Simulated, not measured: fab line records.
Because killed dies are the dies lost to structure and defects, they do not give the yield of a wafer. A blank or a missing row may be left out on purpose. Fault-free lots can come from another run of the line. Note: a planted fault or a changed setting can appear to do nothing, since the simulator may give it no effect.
Comparing a struck lot with a sound one -- flow gf180mcu -- 15 out of 602 route steps
Sound: the wafers L156.4, L156.5, L156.6. Struck: wafer L148.6. (L148.2 of the same lot was not struck and is left out.) The cause comes at the end.
At each step with rows: each side's tool, then ch and its chambers, then its first start. Under that, the readings that differ: sound wafers -- struck wafers -- difference of the means -- sigmas: that difference in standard deviations of wafers without a fault.
alike: a reading whose means differ by less than 2 such deviations, as well as words and numbers matching on both sides. not compared: withheld readings; readings where some wafer has no value; bounds like >300 that might hide an equal value; numbers whose values overlap and for which the record gives no deviation.
A row with sigmas, a row that says differs or no value, or rows on one side alone: a step with any of these is where the two part. Numbers that have no deviation but don't overlap get no sigmas and don't part them. A reading missing from all wafers of one side parts the sides only when that side holds two or more wafers.

GF_M2_SPUTTER_04: material TiN, target thk 50 nm, time 41.7 s.
  struck on pvdSputter-04, day 21 06:14; sound on pvdSputter-01, day 25 05:55
  alike: throttleValvePct
GF_M2_RS_MEAS_05: measures by four-point-probe.
  struck on filmMetro-01, day 21 06:18; sound on filmMetro-03, day 25 06:01
  alike: M2_ALCU_RS
GF_M2_THK_MEAS_06: measures by xrf.
  struck on filmMetro-01, day 21 06:25; sound on filmMetro-03, day 25 06:06
  alike: M2_ALCU_THK
then, 7 steps without rows for these wafers: GF_M2_DEHYDRATE_07 (time 60 s); GF_M2_HMDS_08 (prime time 60 s); GF_M2_COAT_09 (resist thk 1000 nm); GF_M2_SOFTBAKE_10 (time 60 s); GF_M2_EXPOSE_11 (exposes mask Metal2, target cd 280 nm); GF_M2_PEB_12 (peb time 90 s); GF_M2_DEVELOP_13 (develop time 60 s).
GF_M2_CD_MEAS_14: target cd 280 nm.
  struck on cdSem-02, day 22 06:17; sound on cdSem-01, day 26 03:37
  alike: cdNm
GF_M2_OVL_MEAS_15:
  struck on overlay-02, day 22 06:23; sound on overlay-02, day 26 03:42
  alike: M2_OVL
GF_M2_METAL_ETCH_16: etches the open film in Cl2/BCl3, stops on SiO2, target depth 750.8 nm, time 125.1 s.
  sound on rieMetal-02 ch 0,1, day 26 03:46; struck on rieMetal-02 ch 1, day 22 06:25
reading,sound,struck,difference,sigmas
oesProductAu (a.u.),0.988 0.997 0.993,0.728,-0.265,-52
throttleValvePct (%),28.262 28.232 28.235,28.521,+0.278,+28
model.KrF_of_M2_COAT_09.thkNm (nm),690.6 686 689.6,811.4,+122.7,
  alike: chamberPressureMTorr, drypumpMotorCurrentA
  not compared: rfHoursCounterH
GF_M2_STRIP_17: strips in O2/N2.
  sound on plasmaAsher-01 ch 0,1, day 26 03:53; struck on plasmaAsher-03 ch 1, day 22 06:33
reading,sound,struck,difference,sigmas
drypumpMotorCurrentA (A),6.5 6.3 6.5,5.2,-1.2,-2
oesProductAu (a.u.),0.544 0.531 0.543,0.587,+0.048,+10
stripTimeToEndpointS (s),7.44 7.38 7.43,8.59,+1.17,+26
  alike: chamberPressureMTorr, heaterPowerW, platenTempC
  not compared: rfHoursCounterH
then, 1 step without rows for these wafers: GF_M2_STRIP_18 (strips in post etch residue remover, time 1200 s).

WHERE THEY PART
Last at GF_M2_STRIP_17 as far as this record goes, first at GF_M2_METAL_ETCH_16.

WHY: whatever the simulator had introduced
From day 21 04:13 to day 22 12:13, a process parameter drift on rieMetal-02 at GF_M2_METAL_ETCH_16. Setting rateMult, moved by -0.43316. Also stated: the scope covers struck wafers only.
